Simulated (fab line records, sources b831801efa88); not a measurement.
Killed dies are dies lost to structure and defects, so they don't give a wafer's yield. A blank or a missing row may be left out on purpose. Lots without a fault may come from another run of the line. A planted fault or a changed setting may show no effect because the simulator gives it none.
A struck lot beside a sound one | flow sfq_line | 37 steps out of a route of 325
Sound: wafers L206.1, L206.2, L206.5. Struck: wafers L221.2, L221.3, L221.5. The cause comes at the end.
At each step with rows: each side's tool, then ch and its chambers, then its first start. Under that, the readings that differ: sound wafers | struck wafers | difference of the means | sigmas: that difference in standard deviations of wafers without a fault.
alike: readings whose means differ by less than 2 such deviations, and words and numbers that are the same on both sides. not compared: withheld readings, readings that some wafer has no value for, bounds like >300 that may hide the same value, and numbers for which the record gives no deviation and whose values overlap.
The two part at a step that has a row with sigmas, a row that says differs or no value, or rows on one side only. Numbers that don't overlap but have no deviation are shown without sigmas and don't part them. A reading that every wafer of one side lacks parts them only if that side has two wafers or more.

SFQ_R5_THK_MEAS_934: measures by xrf.
  sound on film_metro-01, day 56 13:12; struck on film_metro-02, day 60 09:38
  alike: R5_MONX_THK
then, 6 steps without rows for these wafers: SFQ_TRILAYER_R5_LITHO_COAT_141 (resist thk 62 nm); SFQ_TRILAYER_R5_LITHO_COAT_136 (resist thk 600 nm); SFQ_TRILAYER_R5_LITHO_SOFTBAKE_140; SFQ_TRILAYER_R5_LITHO_EXPOSE_137 (exposes mask R5, target cd 500 nm); SFQ_TRILAYER_R5_LITHO_PEB_139 (peb time 60 s); SFQ_TRILAYER_R5_LITHO_DEVELOP_138 (time 60 s).
-- the record jumps here: 5 days lie between the struck wafers' starts before and after --
SFQ_R5_OVL_MEAS_935:
  sound on overlay-02, day 62 09:07; struck on overlay-01, day 65 21:21
  alike: R5_OVL
SFQ_TRILAYER_R5_BARC_OPEN_METAL_ETCH_177: etches BARC in O2, target depth 125 nm, time 41.7 s.
  sound on rie_metal-03 ch 0,1, day 62 09:10; struck on rie_metal-04 ch 0,1, day 65 21:23
  alike: drypump_motor_current_A, oes_product_au
  not compared: rf_hours_counter_h
then, 1 step without rows for these wafers: SFQ_TRILAYER_R5_ETCH_METAL_ETCH_139 (etches the open film in Cl2, stops on SiO2, target depth 60 nm, time 40 s).
SFQ_TRILAYER_R5_STRIP_STRIP_140: strips in O2.
  sound on rie_metal-03 ch 0,1, day 62 09:17; struck on rie_metal-04 ch 0,1, day 65 21:30
  reading               | sound             | struck            | difference | sigmas
  oes_product_au (a.u.) | 1.023 1.005 1.026 | 0.976 0.990 1.005 | -0.028     | -2
  alike: drypump_motor_current_A
  not compared: rf_hours_counter_h
then, 1 step without rows for these wafers: SFQ_TRILAYER_R5_STRIP_SOLV_CLEAN_141 (cleans in NMP, time 600 s).
SFQ_TRILAYER_A5C_DEP_PECVD_142: deposits SiO2 from SiH4/N2O, time 15.556 s, target thk 70 nm.
  sound on pecvd-04 ch 1,2, day 62 10:03; struck on pecvd-01 ch 0,1,2, day 65 22:16
  reading                                              | sound             | struck            | difference | sigmas
  heater_power_w (W)                                   | 72 68 69          | 89 97 108         | +28        | +2
  rf_fwd_power_W (W)                                   | 181.3 180.3 180.2 | 151.1 151.4 150.4 | -29.6      | -27
  showerhead_vpp_V (V)                                 | 828 843 849       | 748 778 756       | -79        | -3
  model.SiO2_of_TRILAYER_A5C_DEP_PECVD_142.thk_nm (nm) | 69.49 69.71 69.89 | 66.84 65.96 67.53 | -2.92      |
  alike: susceptor_temp_C, throttle_valve_pct
  not compared: since_wet_clean_h
then, 6 steps without rows for these wafers: SFQ_TRILAYER_I5_LITHO_COAT_149 (resist thk 62 nm); SFQ_TRILAYER_I5_LITHO_COAT_144 (resist thk 650 nm); SFQ_TRILAYER_I5_LITHO_SOFTBAKE_148; SFQ_TRILAYER_I5_LITHO_EXPOSE_145 (exposes mask I5, target cd 700 nm); SFQ_TRILAYER_I5_LITHO_PEB_147 (peb time 60 s); SFQ_TRILAYER_I5_LITHO_DEVELOP_146 (time 60 s).
-- the record jumps here: 5 days lie between the struck wafers' starts before and after --
SFQ_I5_OVL_MEAS_936:
  sound on overlay-02, day 67 16:20; struck on overlay-01, day 70 10:20
  alike: I5_OVL
then, 2 steps without rows for these wafers: SFQ_TRILAYER_I5_BARC_OPEN_VIA_ETCH_200 (etches BARC in O2, target depth 125 nm, time 41.7 s); SFQ_TRILAYER_I5_ETCH_VIA_ETCH_147 (etches the open film in CHF3, stops on Nb, target depth 360 nm).
SFQ_TRILAYER_I5_STRIP_STRIP_148: strips in O2.
  sound on rie_metal-01 ch 0,1, day 67 16:34; struck on rie_metal-04 ch 0,1, day 70 10:34
  alike: drypump_motor_current_A, oes_product_au
  not compared: rf_hours_counter_h
then, 7 steps without rows for these wafers: SFQ_TRILAYER_I5_STRIP_SOLV_CLEAN_149 (cleans in NMP, time 600 s); SFQ_TRILAYER_C5_LITHO_COAT_156 (resist thk 62 nm); SFQ_TRILAYER_C5_LITHO_COAT_151 (resist thk 650 nm); SFQ_TRILAYER_C5_LITHO_SOFTBAKE_155; SFQ_TRILAYER_C5_LITHO_EXPOSE_152 (exposes mask C5, target cd 500 nm); SFQ_TRILAYER_C5_LITHO_PEB_154 (peb time 60 s); SFQ_TRILAYER_C5_LITHO_DEVELOP_153 (time 60 s).
-- the record jumps here: 5 days lie between the struck wafers' starts before and after --
SFQ_C5_OVL_MEAS_937:
  sound on overlay-01, day 72 20:22; struck on overlay-01, day 75 03:41
  alike: C5_OVL
then, 1 step without rows for these wafers: SFQ_TRILAYER_C5_BARC_OPEN_VIA_ETCH_210 (etches BARC in O2, target depth 125 nm, time 41.7 s).
SFQ_TRILAYER_C5_ETCH_VIA_ETCH_154: etches SiO2 in CHF3, stops on Nb, target depth 84 nm.
  sound on rie_diel-01 ch 0,3, day 72 20:26; struck on rie_diel-03 ch 0,1,3, day 75 03:46
  reading                        | sound             | struck            | difference | sigmas
  oes_product_au (a.u.)          | 0.889 0.894 0.887 | 0.878 0.859 0.865 | -0.023     | -3
  model.etch.depth_nm (nm)       | 69.49 69.71 69.89 | 66.84 65.96 67.53 | -2.92      |
  model.C5.feature_depth_nm (nm) | 69.49 69.71 69.89 | 66.84 65.96 67.53 | -2.92      |
  alike: drypump_motor_current_A
SFQ_TRILAYER_C5_STRIP_STRIP_155: strips in O2.
  sound on rie_metal-02 ch 0,1, day 72 20:29; struck on rie_metal-03 ch 0,1, day 75 03:49
  alike: drypump_motor_current_A, oes_product_au
  not compared: rf_hours_counter_h
then, 1 step without rows for these wafers: SFQ_TRILAYER_C5_STRIP_SOLV_CLEAN_156 (cleans in NMP, time 600 s).
SFQ_TRILAYER_M6_DEP_PRE_CLEAN_158: time 22.5 s.
  sound on pvd_sputter-05, day 72 21:16; struck on pvd_sputter-05, day 75 04:36
  reading                                              | sound             | struck            | difference | sigmas
  model.SiO2_of_TRILAYER_A5C_DEP_PECVD_142.thk_nm (nm) | 61.99 62.21 62.39 | 59.34 58.46 60.03 | -2.92      |
SFQ_TRILAYER_M6_DEP_SPUTTER_157: material Nb, target thk 200 nm, time 133.3 s.
  sound on pvd_sputter-05, day 72 21:17; struck on pvd_sputter-05, day 75 04:38
  alike: throttle_valve_pct

WHERE THEY PART
First at SFQ_TRILAYER_R5_STRIP_STRIP_140; last, within this record, at SFQ_TRILAYER_C5_ETCH_VIA_ETCH_154. Later steps at which nothing parts them and some readings are alike: SFQ_TRILAYER_C5_STRIP_STRIP_155, SFQ_TRILAYER_M6_DEP_SPUTTER_157.

WHY: what the simulator had put in
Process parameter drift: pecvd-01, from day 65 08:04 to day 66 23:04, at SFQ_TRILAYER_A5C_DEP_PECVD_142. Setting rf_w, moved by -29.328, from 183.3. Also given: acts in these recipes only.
